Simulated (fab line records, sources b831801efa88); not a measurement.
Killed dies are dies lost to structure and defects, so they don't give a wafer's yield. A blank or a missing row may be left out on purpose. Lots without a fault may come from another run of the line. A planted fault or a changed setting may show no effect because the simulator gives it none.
A struck lot beside a sound one | flow sky130 | 44 steps out of a route of 708
Sound: wafers L291.3, L291.4, L291.6. Struck: wafers L301.3, L301.5, L301.6. The cause comes at the end.
At each step with rows: each side's tool, then ch and its chambers, then its first start. Under that, the readings that differ: sound wafers | struck wafers | difference of the means | sigmas: that difference in standard deviations of wafers without a fault.
alike: readings whose means differ by less than 2 such deviations, and words and numbers that are the same on both sides. not compared: withheld readings, readings that some wafer has no value for, bounds like >300 that may hide the same value, and numbers for which the record gives no deviation and whose values overlap.
The two part at a step that has a row with sigmas, a row that says differs or no value, or rows on one side only. Numbers that don't overlap but have no deviation are shown without sigmas and don't part them. A reading that every wafer of one side lacks parts them only if that side has two wafers or more.

first, 2 steps without rows for these wafers: SKY_DNWELL_DEVELOP_06 (develop time 60 s); SKY_DNWELL_IMPLANT_07.
SKY_DNWELL_STRIP_08: strips in O2/N2.
  sound on plasma_asher-03 ch 0,1, day 4 13:21; struck on plasma_asher-02 ch 0,1, day 6 08:41
  alike: drypump_motor_current_A, oes_product_au, strip_time_to_endpoint_s
  not compared: rf_hours_counter_h
SKY_DNWELL_TW_MEAS_09:
  sound on film_metro-01, day 4 13:26; struck on film_metro-04, day 6 08:46
  alike: DNWELL_TW
then, 7 steps without rows for these wafers: SKY_PWDE_DEHYDRATE_00 (time 60 s); SKY_PWDE_HMDS_01 (prime time 60 s); SKY_PWDE_COAT_02 (resist thk 3000 nm); SKY_PWDE_SOFTBAKE_03; SKY_PWDE_EXPOSE_04 (exposes mask PWDEM, target cd 840 nm); SKY_PWDE_PEB_05; SKY_PWDE_DEVELOP_06 (develop time 60 s).
SKY_PWDE_OVL_MEAS_07:
  sound on overlay-02, day 5 06:02; struck on overlay-01, day 7 03:20
  alike: PWDE_OVL
SKY_PWDE_IMPLANT_08:
  sound on implanter-04 ch 0, day 5 06:07; struck on implanter-03 ch 0, day 7 03:24
  reading            | sound                       | struck                       | difference | sigmas
  dose_ions_cm2      | 3.601e+12 3.6e+12 3.602e+12 | 2.938e+12 2.936e+12 2.94e+12 | -6.630e+11 | -99 or more
  faraday_current_uA | 20.2 20.2 20.3              | 16.7 16.8 16.0               | -3.7       | -10
SKY_PWDE_STRIP_09: strips in O2/N2.
  sound on plasma_asher-02 ch 0,1, day 5 06:14; struck on plasma_asher-01 ch 0,1, day 7 03:32
  alike: drypump_motor_current_A, oes_product_au, strip_time_to_endpoint_s
  not compared: rf_hours_counter_h
SKY_PWDE_TW_MEAS_10:
  sound on film_metro-01, day 5 06:20; struck on film_metro-04, day 7 03:37
  reading | sound             | struck            | difference | sigmas
  PWDE_TW | 371.3 371.3 369.0 | 348.9 349.6 346.9 | -22.1      | -8
then, 7 steps without rows for these wafers: SKY_NWELL_DEHYDRATE_03 (time 60 s); SKY_NWELL_HMDS_04 (prime time 60 s); SKY_NWELL_COAT_05 (resist thk 3000 nm); SKY_NWELL_SOFTBAKE_06; SKY_NWELL_EXPOSE_07 (exposes mask NWM, target cd 840 nm); SKY_NWELL_PEB_08; SKY_NWELL_DEVELOP_09 (develop time 60 s).
SKY_NWELL_OVL_MEAS_10:
  sound on overlay-02, day 6 00:27; struck on overlay-02, day 7 23:31
  alike: NWELL_00_OVL
then, 3 steps without rows for these wafers: SKY_NWELL_IMPLANT_11; SKY_NWELL_IMPLANT_12; SKY_NWELL_IMPLANT_13.
SKY_NWELL_STRIP_14: strips in O2/N2.
  sound on plasma_asher-01 ch 0,1, day 6 00:58; struck on plasma_asher-01 ch 0,1, day 8 00:01
  alike: drypump_motor_current_A, oes_product_au, strip_time_to_endpoint_s
  not compared: rf_hours_counter_h
SKY_NWELL_TW_MEAS_15:
  sound on film_metro-04, day 6 01:02; struck on film_metro-02, day 8 00:07
  reading  | sound          | struck         | difference | sigmas
  NWELL_TW | 1803 1816 1803 | 1853 1857 1863 | +50        | +3
then, 7 steps without rows for these wafers: SKY_NWELL_DEHYDRATE_16 (time 60 s); SKY_NWELL_HMDS_17 (prime time 60 s); SKY_NWELL_COAT_18 (resist thk 3000 nm); SKY_NWELL_SOFTBAKE_19; SKY_NWELL_EXPOSE_20 (exposes mask NWM COMPLEMENT, target cd 840 nm); SKY_NWELL_PEB_21; SKY_NWELL_DEVELOP_22 (develop time 60 s).
SKY_NWELL_OVL_MEAS_23:
  sound on overlay-01, day 6 19:37; struck on overlay-01, day 8 20:36
  alike: NWELL_01_OVL
then, 1 step without rows for these wafers: SKY_NWELL_IMPLANT_24.
SKY_NWELL_STRIP_25: strips in O2/N2.
  sound on plasma_asher-04 ch 0,1, day 6 19:49; struck on plasma_asher-03 ch 0,1, day 8 20:49
  alike: drypump_motor_current_A, oes_product_au, strip_time_to_endpoint_s
  not compared: rf_hours_counter_h
SKY_NWELL_TW_MEAS_26:
  sound on film_metro-02, day 6 19:55; struck on film_metro-04, day 8 20:53
  alike: NWELL_2_TW
then, 1 step without rows for these wafers: SKY_NWELL_CLEAN_27 (cleans in SC1/SC2, time 150 s).
SKY_NWELL_RTA_28: time 30 s.
  sound on rtp_anneal-02 ch 0, day 6 20:02; struck on rtp_anneal-02 ch 0, day 8 21:04
  alike: lamp_power_pct, wafer_temp_C_max
SKY_NWELL_RS_MEAS_29: measures by four-point-probe.
  sound on film_metro-04, day 6 20:09; struck on film_metro-02, day 8 21:10
  alike: NWELL_RS
SKY_NWELL_RS_MEAS_31: measures by four-point-probe.
  sound on film_metro-04, day 6 20:23; struck on film_metro-02, day 8 21:25
  reading          | sound          | struck         | difference | sigmas
  PWDE_RS (ohm/sq) | 5270 5264 5279 | 6242 6219 6249 | +966       | +64
-- the record jumps here: 40 days lie between the struck wafers' starts before and after (it left off in module NWELL and takes up again in module PAD_OPEN, whose first step shown is number 708 of the route) --
SKY_PAD_OPEN_PROBE_99:
  sound on prober-01, day 47 03:34; struck on prober-02, day 49 08:31
  reading                                   | sound                         | struck                        | difference | sigmas
  killed_open                               | 43 60 48                      | 41 34 32                      | -15        | -2
  model.etest.res_p_drift_20v.line_ohm_um   | 1.126e+04 1.075e+04 1.148e+04 | 1.326e+04 1.311e+04 1.3e+04   | +1.960e+03 |
  model.etest.res_p_drift_20v.rs_ohm_sq     | 9395 9042 9432                | 1.098e+04 1.096e+04 1.067e+04 | +1.580e+03 |
  model.etest.res_pwde_under_gate.rs_ohm_sq | 6144 6151 6153                | 7507 7402 7428                | +1296      |
  alike: killed_at_M0_to_M3, killed_at_M4_up, killed_at_contacts, killed_at_front_end, killed_at_other, killed_dies, killed_short

WHERE THEY PART
First at SKY_PWDE_IMPLANT_08; last, within this record, at SKY_PAD_OPEN_PROBE_99.

WHY: what the simulator had put in
Process parameter drift: implanter-03, from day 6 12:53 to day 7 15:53, at SKY_PWDE_IMPLANT_08. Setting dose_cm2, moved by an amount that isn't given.
